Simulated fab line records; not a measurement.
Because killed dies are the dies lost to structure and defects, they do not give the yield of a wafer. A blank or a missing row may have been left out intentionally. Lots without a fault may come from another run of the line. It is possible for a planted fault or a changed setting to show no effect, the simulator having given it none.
fab line records -- flow sky130
record lots=11, wafers=33, last-day=50
route steps=708 shown FIELD_ISO@25 NWELL@67 PWDE@84 PAD_OPEN@708
lots that met no fault: from a run of the same line without faults
start-h: hours from the record's first day to the start of the lot's first wafer shown -- wait-h: time in hours since the lot's previous step -- " repeats the value in the row above -- L1.1+2: a row that stands for several wafers -- - no value present, or no start provided -- * or withheld: withheld -- < > ~ a bound
route shown NAME@n: names a module that has steps shown in the file, with the first one's number in the route -- usual: average and standard deviation across the fault-free wafers -- same: alike in all rows -- chamber/n: place in a boat -- sites: readings site by site -- _std_site: how widely they spread, as a standard deviation -- _edge_site: the outer-site mean with the inner-site mean subtracted -- radius-mm: how far each site lies from the wafer's centre -- mask NAME#n: copy n -- behind: tool/chamber where the wafer was last shaped -- hold: why the lot was held/for how many hours/how that ended -- device: transistor that didn't switch, given as n, p or np -- end of line: tests of these same wafers at the route's end -- a step with no rows: only its recipe -- killed: the dies lost at the first sort to structure and to defects; this is not the yield of the wafer -- map: dies across one wafer; x = killed, . = not, _ = none there
set.NAME: the setting as run; set.NAME@STEP: as run at that earlier step -- model.NAME: the simulator's own value behind a step, which no gauge read
a sample of lots followed through the steps of the route, with each step as a table and each wafer as a row
services: a tool's chamber out of use, with start hour (start-h, from the record's first day; less than 0 if before it), hours out, and reason
## steps
# step SKY_FIELD_ISO_CVD_24
# recipe material=SiO2, target-thk-nm=595, temp-c=650, sigma-open-frac=0.3, time-s=99.2, sih4-flow-sccm=60, pressure-mtorr=6
lot.wafer,tool,chamber,start-h,wait-h
L368.3+5+6,hdpcvd-01,"0,0,1",35.09,0.0
L369.1+2+4,hdpcvd-01,"2,0,0",42.76,0.1
L370.1+4+5,hdpcvd-01,"2,2,1",46.17,0.1
L372.1+3+4,hdpcvd-01,"2,1,0",57.87,0.1
L373.1+5+6,hdpcvd-01,"2,1,2",62.45,0.1
L375.1+4+5,hdpcvd-01,"1,2,0",73.26,0.1
L377.2+3+4,hdpcvd-01,"0,2,1",81.46,0.0
L385.1+5+6,hdpcvd-02,"2,0,2",125.09,0.1
L387.1+2+5,hdpcvd-02,"0,2,2",135.01,0.1
L389.3+4+5,hdpcvd-02,"2,1,0",145.40,0.0
L390.2+3+6,hdpcvd-01,"0,2,1",153.67,0.0
# step SKY_FIELD_ISO_THK_MEAS_25
# recipe reads=SiO2_of_FIELD_ISO_CVD_24
# usual FIELD_ISO_CVD_24_THK=595/7.6
lot.wafer,tool,chamber,start-h,wait-h,FIELD_ISO_CVD_24_THK[nm]
L368.3,film-metro-02,-,35.18,0.1,596
L368.5,film-metro-02,-,35.18,0.1,595
L368.6,film-metro-02,-,35.18,0.1,586
L369.1,film-metro-01,-,42.83,0.0,598
L369.2,film-metro-01,-,42.83,0.0,611
L369.4,film-metro-01,-,42.83,0.0,617
L370.1,film-metro-04,-,46.24,0.0,595
L370.4,film-metro-04,-,46.24,0.0,593
L370.5,film-metro-04,-,46.24,0.0,594
L372.1,film-metro-04,-,57.94,0.0,591
L372.3,film-metro-04,-,57.94,0.0,595
L372.4,film-metro-04,-,57.94,0.0,605
L373.1,film-metro-02,-,62.52,0.0,592
L373.5,film-metro-02,-,62.52,0.0,588
L373.6,film-metro-02,-,62.52,0.0,588
L375.1,film-metro-04,-,73.33,0.0,597
L375.4,film-metro-04,-,73.33,0.0,426
L375.5,film-metro-04,-,73.33,0.0,448
L377.2,film-metro-01,-,81.54,0.0,608
L377.3,film-metro-01,-,81.54,0.0,587
L377.4,film-metro-01,-,81.54,0.0,421
L385.1,film-metro-04,-,125.16,0.0,595
L385.5,film-metro-04,-,125.16,0.0,592
L385.6,film-metro-04,-,125.16,0.0,594
L387.1,film-metro-04,-,135.09,0.0,597
L387.2,film-metro-04,-,135.09,0.0,605
L387.5,film-metro-04,-,135.09,0.0,599
L389.3,film-metro-01,-,145.49,0.1,596
L389.4,film-metro-01,-,145.49,0.1,590
L389.5,film-metro-01,-,145.49,0.1,587
L390.2,film-metro-04,-,153.75,0.0,599
L390.3,film-metro-04,-,153.75,0.0,587
L390.6,film-metro-04,-,153.75,0.0,577
# step SKY_FIELD_ISO_CMP_27
# recipe stop-on=Si3N4, t-overpolish-s=16, down-force-psi=4, platen-rpm=60, target-thk-nm=457.8, pad-velocity-m-s=0.94248
# usual motor-current-A=12.6/1.3, time-to-endpoint-s=112/4.2
lot.wafer,tool,chamber,start-h,wait-h,motor-current-A,time-to-endpoint-s
L368.3,cmp-02,1,38.48,0.1,11.8,118
L368.5,cmp-02,0,38.48,0.1,10.7,116
L368.6,cmp-02,1,38.48,0.1,12.5,119
L369.4,cmp-01,0,44.44,0.1,13.4,118
L369.1,cmp-01,1,44.44,0.1,10.8,105
L369.2,cmp-01,2,44.44,0.1,14.5,112
L370.4,cmp-02,0,49.06,0.1,11.3,112
L370.1,cmp-02,2,49.06,0.1,13.7,115
L370.5,cmp-02,3,49.06,0.1,12.3,114
L372.4,cmp-02,1,59.55,0.1,12.1,119
L372.1,cmp-02,2,59.55,0.1,14.1,115
L372.3,cmp-02,3,59.55,0.1,11.6,116
L373.1,cmp-01,0,64.63,0.1,13.2,113
L373.6,cmp-01,2,64.63,0.1,16.0,109
L373.5,cmp-01,3,64.63,0.1,11.8,106
L375.4,cmp-02,0,76.01,0.0,11.4,77
L375.1,cmp-02,2,76.01,0.0,13.9,111
L375.5,cmp-02,0,76.01,0.0,10.5,83
L377.3,cmp-02,2,84.24,0.0,14.2,114
L377.4,cmp-02,3,84.24,0.0,12.6,82
L377.2,cmp-02,1,84.24,0.0,12.0,119
L385.1,cmp-02,3,127.96,0.1,11.9,110
L385.6,cmp-02,2,127.96,0.1,13.9,112
L385.5,cmp-02,3,127.96,0.1,11.8,106
L387.1,cmp-01,1,136.65,0.0,12.0,105
L387.2,cmp-01,2,136.65,0.0,15.8,115
L387.5,cmp-01,2,136.65,0.0,15.3,111
L389.3,cmp-01,1,147.08,0.1,11.2,109
L389.4,cmp-01,2,147.08,0.1,15.5,113
L389.5,cmp-01,1,147.08,0.1,11.4,107
L390.2,cmp-01,1,155.30,0.0,11.3,108
L390.3,cmp-01,2,155.30,0.0,15.5,111
L390.6,cmp-01,2,155.30,0.0,14.1,108
# step SKY_NWELL_STRIP_14
# recipe chemistry=O2/N2, power-w=1400, pressure-mtorr=1500, platen-temp-c=withheld, o2-flow-sccm=3000, n2-flow-sccm=300, overash-fraction=0.5
# usual drypump-motor-current-A=5.6/0.43, oes-product-au=0.723/0.0047, strip-time-to-endpoint-s=36.93/0.11
lot.wafer,tool,chamber,start-h,wait-h,drypump-motor-current-A,oes-product-au,rf-hours-counter-h,strip-time-to-endpoint-s
L368.3,plasma-asher-04,0,91.49,0.1,4.8,0.723,-,36.87
L368.5,plasma-asher-04,1,91.49,0.1,6.0,0.719,-,36.95
L368.6,plasma-asher-04,0,91.49,0.1,4.8,0.721,-,36.85
L369.1,plasma-asher-03,0,97.75,0.1,6.0,0.715,42,36.94
L369.2,plasma-asher-03,1,97.75,0.1,5.6,0.720,42,36.96
L369.4,plasma-asher-03,1,97.75,0.1,5.6,0.730,-,36.86
L370.1,plasma-asher-04,0,103.55,0.1,4.8,0.723,40,37.13
L370.4,plasma-asher-04,0,103.55,0.1,4.8,0.729,-,37.06
L370.5,plasma-asher-04,1,103.55,0.1,5.9,0.719,-,37.03
L372.1,plasma-asher-03,1,115.30,0.1,5.6,0.716,44,36.84
L372.3,plasma-asher-03,1,115.30,0.1,5.6,0.719,-,36.92
L372.4,plasma-asher-03,0,115.30,0.1,6.0,0.718,-,36.82
L373.1,plasma-asher-03,1,121.31,0.1,5.6,0.721,45,36.81
L373.5,plasma-asher-03,1,121.31,0.1,5.6,0.727,-,36.83
L373.6,plasma-asher-03,0,121.31,0.1,6.0,0.729,-,36.82
L375.1,plasma-asher-04,1,132.85,0.1,5.9,0.719,43,36.79
L375.4,plasma-asher-04,0,132.85,0.1,4.8,0.724,-,36.87
L375.5,plasma-asher-04,0,132.85,0.1,4.8,0.726,-,36.71
L377.2,plasma-asher-04,1,144.26,0.1,5.9,0.720,44,36.94
L377.3,plasma-asher-04,0,144.26,0.1,4.8,0.720,-,36.96
L377.4,plasma-asher-04,1,144.26,0.1,5.8,0.725,-,36.97
L385.1,plasma-asher-02,1,192.00,0.1,5.6,0.724,37,36.93
L385.5,plasma-asher-02,0,192.00,0.1,6.0,0.719,-,36.98
L385.6,plasma-asher-02,1,192.00,0.1,5.6,0.721,-,36.98
L387.1,plasma-asher-03,0,201.30,0.1,6.0,0.723,53,36.87
L387.2,plasma-asher-03,1,201.30,0.1,5.7,0.725,53,37.05
L387.5,plasma-asher-03,1,201.30,0.1,5.7,0.719,-,37.07
L389.3,plasma-asher-03,1,212.89,0.1,5.7,0.728,-,36.87
L389.4,plasma-asher-03,0,212.89,0.1,6.0,0.719,-,36.92
L389.5,plasma-asher-03,1,212.89,0.1,5.6,0.719,-,36.94
L390.2,plasma-asher-02,1,220.56,0.1,5.5,0.726,40,36.87
L390.3,plasma-asher-02,1,220.56,0.1,5.5,0.720,-,36.93
L390.6,plasma-asher-02,0,220.56,0.1,6.0,0.726,-,36.89
# step SKY_NWELL_STRIP_25
# recipe chemistry=O2/N2, power-w=1400, pressure-mtorr=1500, platen-temp-c=withheld, o2-flow-sccm=3000, n2-flow-sccm=300, overash-fraction=0.5
# usual drypump-motor-current-A=5.5/0.48, oes-product-au=0.722/0.0045, strip-time-to-endpoint-s=36.93/0.1
lot.wafer,tool,chamber,start-h,wait-h,drypump-motor-current-A,oes-product-au,rf-hours-counter-h,strip-time-to-endpoint-s
L368.3,plasma-asher-04,1,109.24,0.1,5.9,0.713,-,36.88
L368.5,plasma-asher-04,1,109.24,0.1,5.9,0.722,-,36.85
L368.6,plasma-asher-04,0,109.24,0.1,4.8,0.721,-,36.71
L369.1,plasma-asher-03,1,116.40,0.1,5.7,0.738,44,36.88
L369.2,plasma-asher-03,0,116.40,0.1,6.0,0.717,44,36.87
L369.4,plasma-asher-03,1,116.40,0.1,5.6,0.726,-,37.02
L370.1,plasma-asher-03,1,122.25,0.1,5.7,0.722,45,37.16
L370.4,plasma-asher-03,1,122.25,0.1,5.7,0.721,-,37.02
L370.5,plasma-asher-03,1,122.25,0.1,5.7,0.728,-,37.10
L372.1,plasma-asher-02,0,134.30,0.1,6.0,0.721,31,36.99
L372.3,plasma-asher-02,0,134.30,0.1,6.0,0.732,-,36.94
L372.4,plasma-asher-02,1,134.30,0.1,5.5,0.725,-,36.99
L373.1,plasma-asher-02,1,140.35,0.1,5.5,0.721,32,36.99
L373.5,plasma-asher-02,0,140.35,0.1,6.0,0.724,-,36.95
L373.6,plasma-asher-02,1,140.35,0.1,5.5,0.716,-,36.98
L375.1,plasma-asher-02,1,152.25,0.1,5.6,0.720,33,36.90
L375.4,plasma-asher-02,0,152.25,0.1,6.0,0.718,-,36.81
L375.5,plasma-asher-02,0,152.25,0.1,6.0,0.721,-,36.87
L377.2,plasma-asher-03,1,164.90,0.1,5.6,0.723,50,36.86
L377.3,plasma-asher-03,0,164.90,0.1,6.0,0.719,-,36.78
L377.4,plasma-asher-03,1,164.90,0.1,5.6,0.717,-,37.00
L385.1,plasma-asher-04,0,214.05,0.1,4.8,0.726,51,36.89
L385.5,plasma-asher-04,0,214.05,0.1,4.8,0.717,-,36.85
L385.6,plasma-asher-04,1,214.05,0.1,5.9,0.721,-,36.85
L387.1,plasma-asher-04,1,222.45,0.1,5.9,0.724,52,36.96
L387.2,plasma-asher-04,0,222.45,0.1,4.8,0.713,52,36.93
L387.5,plasma-asher-04,1,222.45,0.1,5.9,0.710,-,36.96
L389.3,plasma-asher-04,1,234.94,0.1,5.9,0.720,-,36.91
L389.4,plasma-asher-04,0,234.94,0.1,4.8,0.720,-,36.83
L389.5,plasma-asher-04,1,234.94,0.1,5.9,0.722,-,36.87
L390.2,plasma-asher-02,1,242.96,0.1,5.6,0.720,42,36.97
L390.3,plasma-asher-02,0,242.96,0.1,6.0,0.719,-,36.96
L390.6,plasma-asher-02,0,242.96,0.1,6.0,0.721,-,37.00
# step SKY_NWELL_RS_MEAS_31
# recipe thk-meas-gauge=four-point-probe
# usual PWDE_RS=5276/18
lot.wafer,tool,chamber,start-h,wait-h,PWDE_RS[ohm/sq]
L368.3,film-metro-04,-,109.80,0.1,5253
L368.5,film-metro-04,-,109.80,0.1,5285
L368.6,film-metro-04,-,109.80,0.1,5283
L369.1,film-metro-01,-,116.95,0.1,5282
L369.2,film-metro-01,-,116.95,0.1,5292
L369.4,film-metro-01,-,116.95,0.1,5285
L370.1,film-metro-04,-,122.80,0.1,5278
L370.4,film-metro-04,-,122.80,0.1,5285
L370.5,film-metro-04,-,122.80,0.1,5282
L372.1,film-metro-04,-,134.85,0.1,5251
L372.3,film-metro-04,-,134.85,0.1,5261
L372.4,film-metro-04,-,134.85,0.1,5272
L373.1,film-metro-03,-,140.91,0.1,5305
L373.5,film-metro-03,-,140.91,0.1,5275
L373.6,film-metro-03,-,140.91,0.1,5269
L375.1,film-metro-01,-,152.80,0.1,5295
L375.4,film-metro-01,-,152.80,0.1,5286
L375.5,film-metro-01,-,152.80,0.1,5282
L377.2,film-metro-03,-,165.47,0.1,5311
L377.3,film-metro-03,-,165.47,0.1,5310
L377.4,film-metro-03,-,165.47,0.1,5297
L385.1,film-metro-01,-,214.60,0.1,5276
L385.5,film-metro-01,-,214.60,0.1,5289
L385.6,film-metro-01,-,214.60,0.1,5296
L387.1,film-metro-03,-,223.00,0.1,5273
L387.2,film-metro-03,-,223.00,0.1,5249
L387.5,film-metro-03,-,223.00,0.1,5227
L389.3,film-metro-03,-,235.50,0.1,5315
L389.4,film-metro-03,-,235.50,0.1,5303
L389.5,film-metro-03,-,235.50,0.1,5282
L390.2,film-metro-01,-,243.54,0.1,5260
L390.3,film-metro-01,-,243.54,0.1,5247
L390.6,film-metro-01,-,243.54,0.1,5245
# step SKY_PAD_OPEN_PROBE_99
# usual killed_at_M0_to_M3=43/6.4, killed_at_M4_up=2.8/1.7, killed-at-contacts=24/5.5, killed-at-front-end=15/4, killed-at-other=0.3/0.54, killed-dies=86/9.1, killed-open=47/6.6, killed-short=39/6.2
# same gross-dies=492, killed-at-back-side=0
lot.wafer,tool,chamber,start-h,wait-h,killed_at_M0_to_M3,killed_at_M4_up,killed-at-contacts,killed-at-front-end,killed-at-other,killed-dies,killed-open,killed-short
L375.1,prober-02,-,1123.64,0.1,32,4,26,18,0,80,39,41
L375.4,prober-02,-,1123.79,0.2,49,4,13,22,0,88,45,36
L375.5,prober-02,-,1123.84,0.2,51,2,17,23,0,93,46,37
L377.2,prober-02,-,1134.02,0.1,47,2,29,14,0,92,44,48
L377.3,prober-02,-,1134.07,0.2,41,8,29,12,0,90,49,41
L377.4,prober-02,-,1134.12,0.2,35,2,19,26,0,82,43,32
L385.1,prober-02,-,1174.75,0.1,50,2,21,17,0,90,47,43
L385.5,prober-02,-,1174.95,0.2,43,0,21,21,0,85,54,31
L385.6,prober-02,-,1175.00,0.2,49,0,19,14,0,82,47,35
# killed by level:class
L375.1 CONTACT:geometric-particle:open=11 LI_CONTACT:geometric-particle:open=7 VIA1:geometric-particle:open=7 VIA1:geometric-particle:short=6 POLY_GATE:geometric-particle:short=5 FIELD_ISO:geometric-particle:short=4 LOCAL_INTERCONNECT:geometric-particle:short=4 METAL2:geometric-particle:short=4
L375.4 VIA1:geometric-particle:open=14 VIA2:geometric-particle:open=7 FIELD_ISO:area-cvd=7 VIA3:geometric-particle:open=6 LI_CONTACT:geometric-particle:open=6 METAL2:geometric-particle:short=6 FIELD_ISO:geometric-particle:short=5 FIELD_ISO:geometric-particle:open=5
L375.5 VIA1:geometric-particle:open=16 FIELD_ISO:area-cvd=10 CONTACT:geometric-particle:open=9 METAL2:geometric-particle:short=6 VIA2:geometric-particle:open=5 FIELD_ISO:geometric-particle:open=4 POLY_GATE:geometric-particle:short=4 METAL1:geometric-particle:short=4
L377.2 LI_CONTACT:geometric-particle:open=9 VIA1:geometric-particle:open=8 CONTACT:geometric-particle:open=8 METAL3:geometric-particle:short=7 METAL1:geometric-particle:short=6 VIA2:geometric-particle:open=6 VIA3:geometric-particle:open=5 CONTACT:geometric-particle:short=5
L377.3 VIA1:geometric-particle:open=12 CONTACT:geometric-particle:open=12 METAL4:geometric-particle:short=8 LI_CONTACT:geometric-particle:open=7 POLY_GATE:geometric-particle:open=6 CONTACT:geometric-particle:short=6 VIA3:geometric-particle:open=5 METAL1:geometric-particle:short=5
L377.4 VIA1:geometric-particle:open=11 FIELD_ISO:geometric-particle:open=7 LI_CONTACT:geometric-particle:open=7 FIELD_ISO:area-cvd=7 VIA1:geometric-particle:short=6 POLY_GATE:geometric-particle:short=6 VIA2:geometric-particle:open=4 VIA3:geometric-particle:open=4
L385.1 CONTACT:geometric-particle:open=10 LI_CONTACT:geometric-particle:open=7 METAL1:geometric-particle:short=7 VIA1:geometric-particle:open=7 VIA2:geometric-particle:short=7 POLY_GATE:geometric-particle:short=6 VIA2:geometric-particle:open=6 VIA3:geometric-particle:open=6
L385.5 VIA1:geometric-particle:open=13 VIA2:geometric-particle:open=12 FIELD_ISO:geometric-particle:open=7 FIELD_ISO:geometric-particle:short=6 CONTACT:geometric-particle:open=6 VIA1:geometric-particle:short=6 LI_CONTACT:geometric-particle:open=5 CONTACT:geometric-particle:short=5
L385.6 VIA1:geometric-particle:open=13 CONTACT:geometric-particle:open=10 METAL1:geometric-particle:short=8 VIA1:geometric-particle:short=7 VIA2:geometric-particle:open=6 FIELD_ISO:geometric-particle:open=5 CONTACT:geometric-particle:short=4 FIELD_ISO:geometric-particle:short=3
## services
tool,chamber,start-h,hours,kind
cmp-02,-,34.19,0.8,repair
cmp-02,-,55.97,0.8,repair
cmp-02,-,63.73,6.9,pm
plasma-asher-04,-,65.90,6.9,repair
hdpcvd-02,-,66.75,15.0,pm
cmp-02,-,70.62,4.0,pm
cmp-02,-,71.64,0.9,repair
cmp-02,-,74.62,-,consumable-replace:conditioner
cmp-02,-,74.62,-,consumable-replace:pad
cmp-01,-,86.85,6.0,pm
cmp-01,-,96.03,1.7,repair
cmp-01,-,96.07,3.1,repair
cmp-01,-,96.13,0.8,repair
plasma-asher-02,-,128.84,5.3,repair
cmp-01,-,138.48,0.8,repair
cmp-01,-,149.33,2.6,repair
cmp-02,-,163.34,0.9,repair
plasma-asher-03,-,166.17,0.8,repair
cmp-01,-,175.77,0.2,repair
cmp-02,-,185.98,2.0,repair
hdpcvd-01,0,201.96,3.3,repair
cmp-01,-,232.30,4.0,pm
cmp-01,-,236.30,-,consumable-replace:conditioner
cmp-02,-,241.57,3.6,repair
## key
first-sign step=SKY_FIELD_ISO_THK_MEAS_25, reading=FIELD_ISO_CVD_24_THK, direction=down, sigmas=21, usual=595, struck=431
effect step=SKY_FIELD_ISO_CMP_27, reading=time-to-endpoint-s, direction=down, sigmas=7.5, usual=*, struck=*
effect step=SKY_PAD_OPEN_PROBE_99, reading=killed-at-front-end, direction=up, sigmas=2.1, usual=15, struck=24, wafers-moved=1
met-at SKY_FIELD_ISO_CVD_24
struck-lots L375,L377
struck-wafers L375.4,L375.5,L377.4
tester-left-out L375,L377
not-acting-at SKY_NWELL_STRIP_14,SKY_NWELL_STRIP_25,SKY_NWELL_RS_MEAS_31
onset-between 62.45 73.26
fault kind=process-parameter-drift, tool=hdpcvd-01, chamber=-, onset-h=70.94, steps=SKY_FIELD_ISO_CVD_24, channel=target-thk-nm, offset=-166.7, shape=step, end-h=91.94, scope=struck-wafers-only, acts-in=these-recipes-only, stated=595
# tester-left-out: of these lots the tester's yield and bins aren't shown, on N5 and GAA mostly nor the transistor test; their killed dies are dies lost to structure and defects alone, not to doping, threshold or leakage, so they don't give the yield
